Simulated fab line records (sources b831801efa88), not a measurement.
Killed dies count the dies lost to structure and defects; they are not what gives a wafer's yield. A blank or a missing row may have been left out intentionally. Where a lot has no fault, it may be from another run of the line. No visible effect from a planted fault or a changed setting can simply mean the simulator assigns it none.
Matching of chambers	flow gf180mcu	4 sister chambers for GF_V2_CMP_26 on cmp-01
The step polishes, stops on SiO2, t overpolish 15 s, target thk 0 nm. 4 wafers are shown with their chamber, then 7 later ones without.

## EACH WAFER AND ITS CHAMBER
wafer	chamber	motor_current_A (A)
L427.4	2	9.1
L429.1	1	9.2
L431.2	3	10.1
L431.3	0	11.2

## WAFERS WITHOUT THEIR CHAMBER
wafer	motor_current_A (A)
L431.6	9.2
L435.2	10.2
L435.4	8.7
L435.6	11.9
L434.2	9.2
L434.4	11.1
L434.5	9.9

## EACH ONE'S CHAMBER
wafer	from the rows above	in truth
L431.6	can't be placed: 1 or 2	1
L435.2	3	3
L435.4	can't be placed: 2 or 1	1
L435.6	0	0
L434.2	can't be placed: 1 or 2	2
L434.4	0	0
L434.5	can't be placed: 3 or 1 or 2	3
3 of 7 placed correctly. From these rows, 4 cannot be placed; in 4 the true chamber is one of the candidates. Placed wrongly: 0.
How it was worked out, from the rows above alone: a wafer's distance from a chamber is the root of the sum, over the readings, of the square of ((its reading less the chamber's mean) divided by the reading's scatter). The wafer belongs to the nearest chamber; if the next one is less than 2 further off, it can't be placed. For every chamber, the mean is computed from those of its wafers that are shown. The scatter: root of mean squared gap, hidden wafer to nearest shown wafer, with one shown wafer a chamber.
